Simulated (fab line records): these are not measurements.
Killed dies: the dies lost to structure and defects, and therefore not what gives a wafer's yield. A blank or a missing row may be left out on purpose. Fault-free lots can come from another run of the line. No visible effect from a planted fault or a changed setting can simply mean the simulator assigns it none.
fab line records ; flow gf180mcu
record: lots: 24; wafers: 72; last-day: 34
route steps=602 shown SALICIDE@283 CONTACT@301 V2@397 M3@423 V3@443
lots that met no fault: from a run of the same line without faults
start-h: hours from the record's first day to the start of the lot's first wafer shown ; wait-h: time in hours since the lot's previous step ; " repeats the value in the row above ; L1.1+2: several wafers, shown together as one row ; - either no value or no given start ; * or withheld: withheld ; < > ~ a bound
route shown NAME@n: NAME is a module with steps in the file, n the number in the route of the first one ; usual: the fault-free wafers' mean and standard deviation ; same: alike in all rows ; chamber/n: place in a boat ; sites: per-site readings ; _std_site: the standard deviation of these ; _edge_site: outer sites' mean less inner sites' ; radius-mm: how far each site lies from the wafer's centre ; mask NAME#n: copy n ; behind: the last tool/chamber to shape the wafer ; hold: cause of the lot's hold/its duration in hours/its outcome ; device: which transistor (n, p or np) failed to switch ; end of line: at the end of the route, the tests of the same wafers ; step lacking rows: just its recipe ; killed: the dies lost at the first sort to structure and to defects; this is not the yield of the wafer ; map: shows each die of a wafer: x if killed, . if not, _ if none is there
set.NAME: the setting the step ran with; set.NAME@STEP: the setting that earlier step ran with ; model.NAME: the simulator's own value behind a step, which no gauge read
one table for each step of the route and one row for each wafer, over a sample of lots
services: from which hour (start-h, from the record's first day; less than 0 if before it) a tool's chamber was out of use, for how many hours, and why
== steps ==
step: GF_SALICIDE_THK_MEAS_05
recipe: thk-meas-gauge: xrf; reads: TiN_of_SALICIDE_SPUTTER_03
usual: SALICIDE_TIN_THK: 19.66/0.24
lot.wafer;tool;chamber;start-h;wait-h;SALICIDE_TIN_THK[nm]
L074.1;film-metro-01;-;342.89;0.1;19.64
L074.5;film-metro-01;-;342.89;0.1;19.35
L074.6;film-metro-01;-;342.89;0.1;19.66
L075.1;film-metro-01;-;347.47;0.1;19.79
L075.3;film-metro-01;-;347.47;0.1;19.72
L075.5;film-metro-01;-;347.47;0.1;19.84
L076.1;film-metro-03;-;355.01;0.1;19.48
L076.2;film-metro-03;-;355.01;0.1;19.53
L076.6;film-metro-03;-;355.01;0.1;19.21
L077.1;film-metro-01;-;367.57;0.1;19.71
L077.2;film-metro-01;-;367.57;0.1;19.67
L077.4;film-metro-01;-;367.57;0.1;19.71
L078.2;film-metro-04;-;373.54;0.1;19.61
L078.5;film-metro-04;-;373.54;0.1;19.70
L078.6;film-metro-04;-;373.54;0.1;19.64
L079.1;film-metro-04;-;382.23;0.1;19.51
L079.4;film-metro-04;-;382.23;0.1;19.82
L079.6;film-metro-04;-;382.23;0.1;19.65
L080.2;film-metro-04;-;388.94;0.1;19.49
L080.5;film-metro-04;-;388.94;0.1;19.28
L080.6;film-metro-04;-;388.94;0.1;19.34
L081.1;film-metro-03;-;398.21;0.1;19.35
L081.3;film-metro-03;-;398.21;0.1;19.32
L081.4;film-metro-03;-;398.21;0.1;19.23
L082.1;film-metro-03;-;408.84;0.1;19.67
L082.3;film-metro-03;-;408.84;0.1;19.54
L082.4;film-metro-03;-;408.84;0.1;19.72
L083.4;film-metro-01;-;422.59;0.1;19.68
L083.5;film-metro-01;-;422.59;0.1;19.96
L083.6;film-metro-01;-;422.59;0.1;20.11
L084.1;film-metro-03;-;427.67;0.1;20.00
L084.4;film-metro-03;-;427.67;0.1;19.94
L084.5;film-metro-03;-;427.67;0.1;20.06
L085.1;film-metro-01;-;439.58;0.1;19.24
L085.2;film-metro-01;-;439.58;0.1;19.45
L085.5;film-metro-01;-;439.58;0.1;19.25
L086.4;film-metro-04;-;444.46;0.1;19.41
L086.5;film-metro-04;-;444.46;0.1;19.33
L086.6;film-metro-04;-;444.46;0.1;19.10
L087.1;film-metro-04;-;454.50;0.1;19.90
L087.3;film-metro-04;-;454.50;0.1;19.81
L087.4;film-metro-04;-;454.50;0.1;19.49
L088.1;film-metro-03;-;459.52;0.1;19.46
L088.3;film-metro-03;-;459.52;0.1;19.46
L088.4;film-metro-03;-;459.52;0.1;19.51
L089.1;film-metro-04;-;467.67;0.1;19.88
L089.3;film-metro-04;-;467.67;0.1;19.55
L089.4;film-metro-04;-;467.67;0.1;19.64
L090.4;film-metro-01;-;475.88;0.1;19.79
L090.5;film-metro-01;-;475.88;0.1;19.64
L090.6;film-metro-01;-;475.88;0.1;19.71
L091.1;film-metro-04;-;490.60;0.1;19.56
L091.3;film-metro-04;-;490.60;0.1;19.40
L091.5;film-metro-04;-;490.60;0.1;19.90
L092.2;film-metro-04;-;493.63;0.1;19.74
L092.3;film-metro-04;-;493.63;0.1;19.70
L092.5;film-metro-04;-;493.63;0.1;19.53
L093.1;film-metro-01;-;505.76;0.1;19.85
L093.2;film-metro-01;-;505.76;0.1;19.79
L093.6;film-metro-01;-;505.76;0.1;19.68
L094.1;film-metro-01;-;511.17;0.1;19.74
L094.2;film-metro-01;-;511.17;0.1;19.84
L094.4;film-metro-01;-;511.17;0.1;19.77
L095.1;film-metro-01;-;519.82;0.1;19.89
L095.2;film-metro-01;-;519.82;0.1;20.00
L095.3;film-metro-01;-;519.82;0.1;20.17
L096.2;film-metro-03;-;524.03;0.1;19.66
L096.3;film-metro-03;-;524.03;0.1;19.52
L096.6;film-metro-03;-;524.03;0.1;19.57
L097.1;film-metro-04;-;537.72;0.1;19.86
L097.2;film-metro-04;-;537.72;0.1;20.10
L097.3;film-metro-04;-;537.72;0.1;20.03
step: GF_CONTACT_CD_MEAS_14
recipe: target-cd-nm: 220
usual: cd-nm: 220.0/1.3
lot.wafer;tool;chamber;start-h;wait-h;cd-nm
L074.1;cd-sem-01;-;365.92;0.1;222.9
L074.5;cd-sem-01;-;365.92;0.1;220.9
L074.6;cd-sem-01;-;365.92;0.1;223.6
L075.1;cd-sem-01;-;369.82;0.1;220.0
L075.3;cd-sem-01;-;369.82;0.1;219.4
L075.5;cd-sem-01;-;369.82;0.1;219.8
L076.1;cd-sem-01;-;377.85;0.1;219.6
L076.2;cd-sem-01;-;377.85;0.1;220.8
L076.6;cd-sem-01;-;377.85;0.1;218.4
L077.1;cd-sem-02;-;391.25;0.1;218.4
L077.2;cd-sem-02;-;391.25;0.1;219.1
L077.4;cd-sem-02;-;391.25;0.1;218.4
L078.2;cd-sem-01;-;397.34;0.1;222.4
L078.5;cd-sem-01;-;397.34;0.1;220.7
L078.6;cd-sem-01;-;397.34;0.1;220.2
L079.1;cd-sem-01;-;406.65;0.1;220.4
L079.4;cd-sem-01;-;406.65;0.1;220.2
L079.6;cd-sem-01;-;406.65;0.1;219.9
L080.2;cd-sem-01;-;413.36;0.1;219.4
L080.5;cd-sem-01;-;413.36;0.1;219.7
L080.6;cd-sem-01;-;413.36;0.1;219.8
L081.1;cd-sem-02;-;422.59;0.1;220.4
L081.3;cd-sem-02;-;422.59;0.1;220.0
L081.4;cd-sem-02;-;422.59;0.1;219.5
L082.1;cd-sem-02;-;433.65;0.1;219.9
L082.3;cd-sem-02;-;433.65;0.1;219.9
L082.4;cd-sem-02;-;433.65;0.1;220.4
L083.4;cd-sem-01;-;447.88;0.1;220.0
L083.5;cd-sem-01;-;447.88;0.1;221.0
L083.6;cd-sem-01;-;447.88;0.1;220.6
L084.1;cd-sem-01;-;452.72;0.1;219.3
L084.4;cd-sem-01;-;452.72;0.1;218.9
L084.5;cd-sem-01;-;452.72;0.1;220.2
L085.1;cd-sem-02;-;464.99;0.1;217.2
L085.2;cd-sem-02;-;464.99;0.1;216.8
L085.5;cd-sem-02;-;464.99;0.1;218.6
L086.4;cd-sem-01;-;469.68;0.1;220.3
L086.5;cd-sem-01;-;469.68;0.1;218.6
L086.6;cd-sem-01;-;469.68;0.1;217.9
L087.1;cd-sem-02;-;479.57;0.1;222.1
L087.3;cd-sem-02;-;479.57;0.1;222.7
L087.4;cd-sem-02;-;479.57;0.1;221.4
L088.1;cd-sem-01;-;484.37;0.1;219.3
L088.3;cd-sem-01;-;484.37;0.1;219.4
L088.4;cd-sem-01;-;484.37;0.1;220.6
L089.1;cd-sem-01;-;492.05;0.1;220.6
L089.3;cd-sem-01;-;492.05;0.1;220.7
L089.4;cd-sem-01;-;492.05;0.1;219.4
L090.4;cd-sem-02;-;500.36;0.1;220.5
L090.5;cd-sem-02;-;500.36;0.1;220.8
L090.6;cd-sem-02;-;500.36;0.1;220.5
L091.1;cd-sem-02;-;515.47;0.1;219.5
L091.3;cd-sem-02;-;515.47;0.1;219.9
L091.5;cd-sem-02;-;515.47;0.1;220.8
L092.2;cd-sem-01;-;518.01;0.1;221.3
L092.3;cd-sem-01;-;518.01;0.1;222.5
L092.5;cd-sem-01;-;518.01;0.1;222.4
L093.1;cd-sem-01;-;529.60;0.1;219.4
L093.2;cd-sem-01;-;529.60;0.1;219.0
L093.6;cd-sem-01;-;529.60;0.1;219.6
L094.1;cd-sem-01;-;535.10;0.1;219.1
L094.2;cd-sem-01;-;535.10;0.1;218.3
L094.4;cd-sem-01;-;535.10;0.1;218.9
L095.1;cd-sem-02;-;543.87;0.1;217.2
L095.2;cd-sem-02;-;543.87;0.1;218.2
L095.3;cd-sem-02;-;543.87;0.1;218.3
L096.2;cd-sem-01;-;547.07;0.1;220.2
L096.3;cd-sem-01;-;547.07;0.1;220.4
L096.6;cd-sem-01;-;547.07;0.1;220.0
L097.1;cd-sem-02;-;561.29;0.1;222.7
L097.2;cd-sem-02;-;561.29;0.1;221.0
L097.3;cd-sem-02;-;561.29;0.1;221.5
step: GF_V2_OVL_MEAS_15
usual: V2_OVL: -2/5.6
lot.wafer;tool;chamber;start-h;wait-h;V2_OVL[nm]
L074.1;overlay-01;-;466.21;0.1;-6
L074.5;overlay-01;-;466.21;0.1;-4
L074.6;overlay-01;-;466.21;0.1;-3
L075.1;overlay-02;-;471.36;0.1;3
L075.3;overlay-02;-;471.36;0.1;2
L075.5;overlay-02;-;471.36;0.1;6
L076.1;overlay-02;-;479.86;0.1;-1
L076.2;overlay-02;-;479.86;0.1;-3
L076.6;overlay-02;-;479.86;0.1;1
L077.1;overlay-02;-;493.04;0.1;-2
L077.2;overlay-02;-;493.04;0.1;-2
L077.4;overlay-02;-;493.04;0.1;-9
L078.2;overlay-02;-;500.07;0.1;6
L078.5;overlay-02;-;500.07;0.1;1
L078.6;overlay-02;-;500.07;0.1;1
L079.1;overlay-02;-;509.62;0.1;-4
L079.4;overlay-02;-;509.62;0.1;4
L079.6;overlay-02;-;509.62;0.1;0
L080.2;overlay-02;-;515.71;0.1;6
L080.5;overlay-02;-;515.71;0.1;1
L080.6;overlay-02;-;515.71;0.1;5
L081.1;overlay-02;-;525.76;0.1;-1
L081.3;overlay-02;-;525.76;0.1;-2
L081.4;overlay-02;-;525.76;0.1;0
L082.1;overlay-01;-;534.84;0.1;-13
L082.3;overlay-01;-;534.84;0.1;-9
L082.4;overlay-01;-;534.84;0.1;-9
L083.4;overlay-01;-;548.42;0.1;-5
L083.5;overlay-01;-;548.42;0.1;-2
L083.6;overlay-01;-;548.42;0.1;-5
L084.1;overlay-02;-;552.39;0.1;1
L084.4;overlay-02;-;552.39;0.1;-2
L084.5;overlay-02;-;552.39;0.1;-2
L085.1;overlay-01;-;564.31;0.1;-3
L085.2;overlay-01;-;564.31;0.1;-11
L085.5;overlay-01;-;564.31;0.1;-5
L086.4;overlay-02;-;568.12;0.1;-3
L086.5;overlay-02;-;568.12;0.1;-4
L086.6;overlay-02;-;568.12;0.1;-6
L087.1;overlay-02;-;575.96;0.1;2
L087.3;overlay-02;-;575.96;0.1;10
L087.4;overlay-02;-;575.96;0.1;7
L088.1;overlay-02;-;582.22;0.1;-3
L088.3;overlay-02;-;582.22;0.1;-3
L088.4;overlay-02;-;582.22;0.1;5
L089.1;overlay-01;-;588.86;0.1;-12
L089.3;overlay-01;-;588.86;0.1;-7
L089.4;overlay-01;-;588.86;0.1;-10
L090.4;overlay-01;-;596.08;0.1;10
L090.5;overlay-01;-;596.08;0.1;8
L090.6;overlay-01;-;596.08;0.1;12
L091.1;overlay-01;-;609.90;0.1;-5
L091.3;overlay-01;-;609.90;0.1;-3
L091.5;overlay-01;-;609.90;0.1;-9
L092.2;overlay-02;-;612.47;0.1;3
L092.3;overlay-02;-;612.47;0.1;1
L092.5;overlay-02;-;612.47;0.1;-1
L093.1;overlay-02;-;622.32;0.1;-11
L093.2;overlay-02;-;622.32;0.1;-10
L093.6;overlay-02;-;622.32;0.1;-13
L094.1;overlay-01;-;628.17;0.1;-8
L094.2;overlay-01;-;628.17;0.1;-12
L094.4;overlay-01;-;628.17;0.1;-5
L095.1;overlay-02;-;634.35;0.1;-7
L095.2;overlay-02;-;634.35;0.1;-4
L095.3;overlay-02;-;634.35;0.1;-3
L096.2;overlay-02;-;637.31;0.1;11
L096.3;overlay-02;-;637.31;0.1;5
L096.6;overlay-02;-;637.31;0.1;-4
L097.1;overlay-01;-;652.45;0.1;-4
L097.2;overlay-01;-;652.45;0.1;-2
L097.3;overlay-01;-;652.45;0.1;-10
step: GF_M3_CD_MEAS_14
recipe: target-cd-nm: 280
usual: cd-nm: 280.3/1
lot.wafer;tool;chamber;start-h;wait-h;cd-nm
L074.1;cd-sem-02;-;491.37;0.1;281.6
L074.5;cd-sem-02;-;491.37;0.1;280.4
L074.6;cd-sem-02;-;491.37;0.1;281.7
L075.1;cd-sem-02;-;496.60;0.1;279.8
L075.3;cd-sem-02;-;496.60;0.1;279.2
L075.5;cd-sem-02;-;496.60;0.1;280.2
L076.1;cd-sem-01;-;505.52;0.1;281.9
L076.2;cd-sem-01;-;505.52;0.1;281.5
L076.6;cd-sem-01;-;505.52;0.1;281.5
L077.1;cd-sem-02;-;518.10;0.1;280.1
L077.2;cd-sem-02;-;518.10;0.1;280.9
L077.4;cd-sem-02;-;518.10;0.1;280.4
L078.2;cd-sem-02;-;525.22;0.1;280.8
L078.5;cd-sem-02;-;525.22;0.1;280.6
L078.6;cd-sem-02;-;525.22;0.1;279.1
L079.1;cd-sem-01;-;534.15;0.1;279.9
L079.4;cd-sem-01;-;534.15;0.1;280.8
L079.6;cd-sem-01;-;534.15;0.1;280.5
L080.2;cd-sem-01;-;540.27;0.1;281.0
L080.5;cd-sem-01;-;540.27;0.1;279.5
L080.6;cd-sem-01;-;540.27;0.1;278.9
L081.1;cd-sem-02;-;550.25;0.1;279.6
L081.3;cd-sem-02;-;550.25;0.1;279.1
L081.4;cd-sem-02;-;550.25;0.1;279.6
L082.1;cd-sem-02;-;559.00;0.1;279.3
L082.3;cd-sem-02;-;559.00;0.1;280.4
L082.4;cd-sem-02;-;559.00;0.1;280.3
L083.4;cd-sem-01;-;572.46;0.1;279.5
L083.5;cd-sem-01;-;572.46;0.1;280.4
L083.6;cd-sem-01;-;572.46;0.1;279.0
L084.1;cd-sem-02;-;575.62;0.1;279.8
L084.4;cd-sem-02;-;575.62;0.1;278.9
L084.5;cd-sem-02;-;575.62;0.1;279.4
L085.1;cd-sem-01;-;587.75;0.1;278.8
L085.2;cd-sem-01;-;587.75;0.1;279.0
L085.5;cd-sem-01;-;587.75;0.1;279.3
L086.4;cd-sem-02;-;591.46;0.1;279.6
L086.5;cd-sem-02;-;591.46;0.1;281.0
L086.6;cd-sem-02;-;591.46;0.1;279.5
L087.1;cd-sem-02;-;599.20;0.1;280.5
L087.3;cd-sem-02;-;599.20;0.1;280.7
L087.4;cd-sem-02;-;599.20;0.1;281.2
L088.1;cd-sem-02;-;604.40;0.1;279.7
L088.3;cd-sem-02;-;604.40;0.1;279.9
L088.4;cd-sem-02;-;604.40;0.1;280.2
L089.1;cd-sem-02;-;611.25;0.1;281.4
L089.3;cd-sem-02;-;611.25;0.1;282.5
L089.4;cd-sem-02;-;611.25;0.1;281.8
L090.4;cd-sem-01;-;617.76;0.1;278.7
L090.5;cd-sem-01;-;617.76;0.1;278.9
L090.6;cd-sem-01;-;617.76;0.1;280.3
L091.1;cd-sem-02;-;632.15;0.1;279.9
L091.3;cd-sem-02;-;632.15;0.1;281.3
L091.5;cd-sem-02;-;632.15;0.1;281.3
L092.2;cd-sem-01;-;634.67;0.2;281.9
L092.3;cd-sem-01;-;634.67;0.2;281.3
L092.5;cd-sem-01;-;634.67;0.2;280.4
L093.1;cd-sem-01;-;644.57;0.3;279.6
L093.2;cd-sem-01;-;644.57;0.3;279.4
L093.6;cd-sem-01;-;644.57;0.3;279.4
L094.1;cd-sem-01;-;649.85;0.1;280.5
L094.2;cd-sem-01;-;649.85;0.1;279.0
L094.4;cd-sem-01;-;649.85;0.1;280.8
L095.1;cd-sem-02;-;655.72;0.1;282.0
L095.2;cd-sem-02;-;655.72;0.1;279.8
L095.3;cd-sem-02;-;655.72;0.1;281.7
L096.2;cd-sem-01;-;658.27;0.1;281.0
L096.3;cd-sem-01;-;658.27;0.1;279.9
L096.6;cd-sem-01;-;658.27;0.1;279.8
L097.1;cd-sem-02;-;673.90;0.1;279.5
L097.2;cd-sem-02;-;673.90;0.1;280.6
L097.3;cd-sem-02;-;673.90;0.1;279.9
step: GF_V3_CD_MEAS_14
recipe: target-cd-nm: 260
usual: cd-nm: 260.0/1.3
lot.wafer;tool;chamber;start-h;wait-h;cd-nm
L074.1;cd-sem-01;-;516.25;0.1;261.6
L074.5;cd-sem-01;-;516.25;0.1;262.3
L074.6;cd-sem-01;-;516.25;0.1;261.1
L075.1;cd-sem-01;-;521.70;0.1;259.2
L075.3;cd-sem-01;-;521.70;0.1;260.1
L075.5;cd-sem-01;-;521.70;0.1;258.6
L076.1;cd-sem-01;-;530.20;0.1;259.9
L076.2;cd-sem-01;-;530.20;0.1;259.4
L076.6;cd-sem-01;-;530.20;0.1;258.9
L077.1;cd-sem-02;-;542.19;0.1;260.3
L077.2;cd-sem-02;-;542.19;0.1;261.4
L077.4;cd-sem-02;-;542.19;0.1;262.1
L078.2;cd-sem-01;-;548.96;0.1;259.3
L078.5;cd-sem-01;-;548.96;0.1;259.1
L078.6;cd-sem-01;-;548.96;0.1;258.6
L079.1;cd-sem-02;-;558.37;0.1;259.7
L079.4;cd-sem-02;-;558.37;0.1;259.0
L079.6;cd-sem-02;-;558.37;0.1;259.8
L080.2;cd-sem-01;-;563.69;0.1;260.6
L080.5;cd-sem-01;-;563.69;0.1;259.7
L080.6;cd-sem-01;-;563.69;0.1;260.7
L081.1;cd-sem-01;-;573.34;0.1;257.3
L081.3;cd-sem-01;-;573.34;0.1;257.5
L081.4;cd-sem-01;-;573.34;0.1;258.5
L082.1;cd-sem-02;-;582.47;0.1;259.2
L082.3;cd-sem-02;-;582.47;0.1;259.4
L082.4;cd-sem-02;-;582.47;0.1;259.5
L083.4;cd-sem-02;-;594.66;0.1;260.9
L083.5;cd-sem-02;-;594.66;0.1;260.6
L083.6;cd-sem-02;-;594.66;0.1;260.1
L084.1;cd-sem-02;-;598.42;0.1;262.1
L084.4;cd-sem-02;-;598.42;0.1;262.1
L084.5;cd-sem-02;-;598.42;0.1;260.8
L085.1;cd-sem-02;-;610.13;0.1;259.7
L085.2;cd-sem-02;-;610.13;0.1;260.7
L085.5;cd-sem-02;-;610.13;0.1;259.5
L086.4;cd-sem-02;-;614.08;0.1;259.6
L086.5;cd-sem-02;-;614.08;0.1;259.4
L086.6;cd-sem-02;-;614.08;0.1;261.3
L087.1;cd-sem-02;-;620.85;0.1;260.4
L087.3;cd-sem-02;-;620.85;0.1;259.3
L087.4;cd-sem-02;-;620.85;0.1;259.9
L088.1;cd-sem-02;-;626.05;0.1;260.0
L088.3;cd-sem-02;-;626.05;0.1;261.4
L088.4;cd-sem-02;-;626.05;0.1;262.2
L089.1;cd-sem-02;-;634.05;0.1;260.1
L089.3;cd-sem-02;-;634.05;0.1;259.9
L089.4;cd-sem-02;-;634.05;0.1;260.9
L090.4;cd-sem-01;-;639.78;0.1;260.0
L090.5;cd-sem-01;-;639.78;0.1;259.6
L090.6;cd-sem-01;-;639.78;0.1;260.4
L091.1;cd-sem-02;-;652.92;0.1;259.5
L091.3;cd-sem-02;-;652.92;0.1;259.6
L091.5;cd-sem-02;-;652.92;0.1;259.4
L092.2;cd-sem-01;-;655.62;0.1;256.9
L092.3;cd-sem-01;-;655.62;0.1;258.2
L092.5;cd-sem-01;-;655.62;0.1;258.8
L093.1;cd-sem-01;-;665.80;0.1;259.2
L093.2;cd-sem-01;-;665.80;0.1;257.5
L093.6;cd-sem-01;-;665.80;0.1;260.2
L094.1;cd-sem-01;-;671.08;0.1;259.6
L094.2;cd-sem-01;-;671.08;0.1;260.5
L094.4;cd-sem-01;-;671.08;0.1;259.8
L095.1;cd-sem-02;-;676.05;0.1;262.0
L095.2;cd-sem-02;-;676.05;0.1;262.6
L095.3;cd-sem-02;-;676.05;0.1;262.1
L096.2;cd-sem-02;-;680.30;0.1;260.5
L096.3;cd-sem-02;-;680.30;0.1;260.4
L096.6;cd-sem-02;-;680.30;0.1;261.2
L097.1;cd-sem-02;-;694.03;0.1;260.8
L097.2;cd-sem-02;-;694.03;0.1;259.9
L097.3;cd-sem-02;-;694.03;0.1;259.0
step: GF_V3_SPUTTER_21
recipe: material: Ti; target-thk-nm: 15; chamber-pressure-pa: 5; power-w: 2500; substrate-temp-c: 200; time-s: 80.02
usual: cathode-dc-power-W: 2500.0/0.49; throttle-valve-pct: 29.6/0.88
lot.wafer;tool;chamber;start-h;wait-h;cathode-dc-power-W;throttle-valve-pct
L074.1;pvd-sputter-04;-;517.07;0.0;2499.4;28.7
L074.5;pvd-sputter-04;-;517.07;0.0;2500.3;28.5
L074.6;pvd-sputter-04;-;517.07;0.0;2500.0;29.6
L075.1;pvd-sputter-02;-;522.53;0.0;2500.0;30.6
L075.3;pvd-sputter-02;-;522.53;0.0;2500.3;29.6
L075.5;pvd-sputter-02;-;522.53;0.0;2499.4;30.3
L076.1;pvd-sputter-02;-;531.05;0.0;2499.1;29.5
L076.2;pvd-sputter-02;-;531.05;0.0;2500.4;29.0
L076.6;pvd-sputter-02;-;531.05;0.0;2498.9;30.3
L077.1;pvd-sputter-04;-;543.00;0.0;2499.8;30.0
L077.2;pvd-sputter-04;-;543.00;0.0;2499.7;29.4
L077.4;pvd-sputter-04;-;543.00;0.0;2499.7;30.7
L078.2;pvd-sputter-04;-;549.78;0.0;2500.3;28.8
L078.5;pvd-sputter-04;-;549.78;0.0;2499.9;28.7
L078.6;pvd-sputter-04;-;549.78;0.0;2500.7;29.7
L079.1;pvd-sputter-01;-;559.20;0.0;2500.8;27.8
L079.4;pvd-sputter-01;-;559.20;0.0;2499.7;30.5
L079.6;pvd-sputter-01;-;559.20;0.0;2499.8;30.0
L080.2;pvd-sputter-04;-;564.49;0.0;2500.7;30.2
L080.5;pvd-sputter-04;-;564.49;0.0;2499.6;29.5
L080.6;pvd-sputter-04;-;564.49;0.0;2500.5;28.7
L081.1;pvd-sputter-01;-;574.15;0.0;2499.6;31.0
L081.3;pvd-sputter-01;-;574.15;0.0;2499.6;28.9
L081.4;pvd-sputter-01;-;574.15;0.0;2499.3;29.8
L082.1;pvd-sputter-01;-;583.29;0.0;2499.7;29.8
L082.3;pvd-sputter-01;-;583.29;0.0;2500.8;29.0
L082.4;pvd-sputter-01;-;583.29;0.0;2500.4;27.9
L083.4;pvd-sputter-04;-;595.48;0.0;2500.2;30.4
L083.5;pvd-sputter-04;-;595.48;0.0;2500.2;30.1
L083.6;pvd-sputter-04;-;595.48;0.0;2500.3;29.5
L084.1;pvd-sputter-01;-;599.24;0.0;2500.1;29.1
L084.4;pvd-sputter-01;-;599.24;0.0;2499.2;29.7
L084.5;pvd-sputter-01;-;599.24;0.0;2500.1;28.9
L085.1;pvd-sputter-01;-;610.95;0.0;2500.2;30.7
L085.2;pvd-sputter-01;-;610.95;0.0;2500.6;28.8
L085.5;pvd-sputter-01;-;610.95;0.0;2500.2;28.9
L086.4;pvd-sputter-02;-;614.85;0.0;2499.8;30.2
L086.5;pvd-sputter-02;-;614.85;0.0;2499.1;28.9
L086.6;pvd-sputter-02;-;614.85;0.0;2500.6;31.0
L087.1;pvd-sputter-01;-;621.73;0.0;2500.9;30.8
L087.3;pvd-sputter-01;-;621.73;0.0;2499.9;29.1
L087.4;pvd-sputter-01;-;621.73;0.0;2499.9;27.9
L088.1;pvd-sputter-02;-;626.88;0.0;2500.8;30.6
L088.3;pvd-sputter-02;-;626.88;0.0;2500.2;31.0
L088.4;pvd-sputter-02;-;626.88;0.0;2500.0;28.7
L089.1;pvd-sputter-01;-;634.91;0.0;2499.3;29.9
L089.3;pvd-sputter-01;-;634.91;0.0;2500.3;30.7
L089.4;pvd-sputter-01;-;634.91;0.0;2499.9;28.0
L090.4;pvd-sputter-02;-;640.60;0.0;2500.2;29.6
L090.5;pvd-sputter-02;-;640.60;0.0;2499.7;30.5
L090.6;pvd-sputter-02;-;640.60;0.0;2498.8;29.0
L091.1;pvd-sputter-04;-;653.77;0.0;2500.9;30.1
L091.3;pvd-sputter-04;-;653.77;0.0;2500.3;29.9
L091.5;pvd-sputter-04;-;653.77;0.0;2499.9;28.4
L092.2;pvd-sputter-02;-;656.42;0.0;2500.2;29.0
L092.3;pvd-sputter-02;-;656.42;0.0;2500.4;30.6
L092.5;pvd-sputter-02;-;656.42;0.0;2499.5;30.7
L093.1;pvd-sputter-02;-;666.62;0.0;2499.7;31.3
L093.2;pvd-sputter-02;-;666.62;0.0;2500.0;30.8
L093.6;pvd-sputter-02;-;666.62;0.0;2500.0;29.1
L094.1;pvd-sputter-04;-;671.90;0.0;2500.1;28.8
L094.2;pvd-sputter-04;-;671.90;0.0;2499.9;29.6
L094.4;pvd-sputter-04;-;671.90;0.0;2499.4;30.6
L095.1;pvd-sputter-04;-;676.87;0.0;2500.2;30.1
L095.2;pvd-sputter-04;-;676.87;0.0;2499.9;28.7
L095.3;pvd-sputter-04;-;676.87;0.0;2499.9;30.5
L096.2;pvd-sputter-04;-;681.10;0.0;2499.9;30.6
L096.3;pvd-sputter-04;-;681.10;0.0;2499.3;30.3
L096.6;pvd-sputter-04;-;681.10;0.0;2500.1;30.7
L097.1;pvd-sputter-04;-;694.94;0.0;2499.5;30.5
L097.2;pvd-sputter-04;-;694.94;0.0;2500.1;28.4
L097.3;pvd-sputter-04;-;694.94;0.0;2501.0;29.4
== services ==
tool;chamber;start-h;hours;kind
pvd-sputter-02;-;508.25;0.9;repair
pvd-sputter-01;-;562.10;11.0;repair
pvd-sputter-02;-;574.70;1.9;repair
pvd-sputter-01;2;581.52;-;consumable-replace:kit
pvd-sputter-01;2;581.52;18.0;scheduled-down
pvd-sputter-01;2;581.52;18.0;vent-cycle
pvd-sputter-04;3;583.83;-;consumable-replace:kit
pvd-sputter-04;3;583.83;18.0;scheduled-down
pvd-sputter-04;3;583.83;18.0;vent-cycle
pvd-sputter-01;-;600.53;6.9;repair
== key ==
fault none
